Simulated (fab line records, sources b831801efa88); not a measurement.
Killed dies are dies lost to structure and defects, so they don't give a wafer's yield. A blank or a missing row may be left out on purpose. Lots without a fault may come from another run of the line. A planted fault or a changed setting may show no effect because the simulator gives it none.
Split-lot experiment | flow gf180mcu | 5 lots, 23 wafers read, on a route of 602 steps

THE SPLIT
At GF_NSD_DEVELOP_06 (develop time 60 s), the setting develop_time_s was moved away from the recipe's 60 s on 11 of the 23 wafers read, by -13.2% to +11.6%. The other wafers ran this setting at the recipe's value.

The file shows no step between the split and the reading.

THE READING
cd_nm, in nm, at GF_NSD_CD_MEAS_07 (target cd 400 nm). Fault-free wafers of this fab line usually give 400.9 nm, standard deviation 2.5 nm.

wafer  | tool, chamber at the split | develop_time_s as run, s | against the recipe | cd_nm, nm | against lot-mates on the recipe
L077.1 | litho_track-01, 0          | 66.95                    | +11.6%             | 412.0     | +9.8
L077.2 | litho_track-01, 0          | 66.95                    | +11.6%             | 410.9     | +8.7
L077.3 | litho_track-01, 0          | 60                       | recipe             | 403.0     | -
L077.5 | litho_track-01, 0          | 60                       | recipe             | 402.5     | -
L077.6 | litho_track-01, 0          | 60                       | recipe             | 401.2     | -
L078.1 | litho_track-01, 0          | 52.08                    | -13.2%             | 387.8     | -12.7
L078.2 | litho_track-01, 0          | 52.08                    | -13.2%             | 387.9     | -12.6
L078.3 | litho_track-01, 0          | 60                       | recipe             | 400.1     | -
L078.5 | litho_track-01, 0          | 52.08                    | -13.2%             | 387.2     | -13.3
L078.6 | litho_track-01, 0          | 60                       | recipe             | 400.9     | -
L079.1 | litho_track-03, 0          | 60                       | recipe             | 399.0     | -
L079.4 | litho_track-03, 0          | 60                       | recipe             | 397.8     | -
L079.6 | litho_track-03, 0          | 60                       | recipe             | 398.6     | -
L082.1 | litho_track-02, 0          | 64.12                    | +6.9%              | 407.2     | +8.3
L082.2 | litho_track-02, 0          | 60                       | recipe             | 399.3     | -
L082.3 | litho_track-02, 0          | 64.12                    | +6.9%              | 402.6     | +3.8
L082.5 | litho_track-02, 0          | 64.12                    | +6.9%              | 404.2     | +5.3
L082.6 | litho_track-02, 0          | 60                       | recipe             | 398.4     | -
L084.1 | litho_track-02, 0          | 60                       | recipe             | 401.1     | -
L084.2 | litho_track-02, 0          | 54.2                     | -9.7%              | 392.1     | -8.4
L084.4 | litho_track-02, 0          | 54.2                     | -9.7%              | 390.5     | -10.1
L084.5 | litho_track-02, 0          | 54.2                     | -9.7%              | 392.0     | -8.6
L084.6 | litho_track-02, 0          | 60                       | recipe             | 400.0     | -

THE FIT
A straight line over all 23 wafers: cd_nm changes by +0.903 nm for each +1% of develop_time_s; r = +0.97; the points scatter about the line by 1.6 nm.
The same after taking each lot's own level away (the mean of its wafers on the recipe; 23 wafers): +0.904 nm for each +1%; r = +0.99; scatter 1 nm.
On that fit, the largest move of develop_time_s shifts the reading by 12 nm.
The lots' own levels span 398.47 to 402.23 nm, that is 1.5 times the standard deviation above.
So the lot-to-lot level changes the slope little: the two slopes agree.
Check: with one of the wafers moved furthest among these (-13.2%) left out of the fit, the line predicts -12.2 nm for it against its lot-mates. It came out at -12.7 nm against them.

OTHER SPLITS ON THESE WAFERS
These wafers also went through other splits before the reading. Each is held against what the fit with the lots' levels taken away leaves over:
other split on the same wafers  | wafers away from the commonest value | r with cd_nm (lot level and that fit taken away)
GF_POLY_GATE_PEB_08 peb_time_s  | 11                                   | -0.12
GF_HV_LDD_EXPOSE_16 dose_mj     | 9                                    | +0.03
GF_HV_LDD_DEVELOP_18 dev_temp_c | 6                                    | +0.01

THE FILE'S OWN FIT
cd_nm changes by +0.898 nm for each +1% of develop_time_s, r = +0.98.
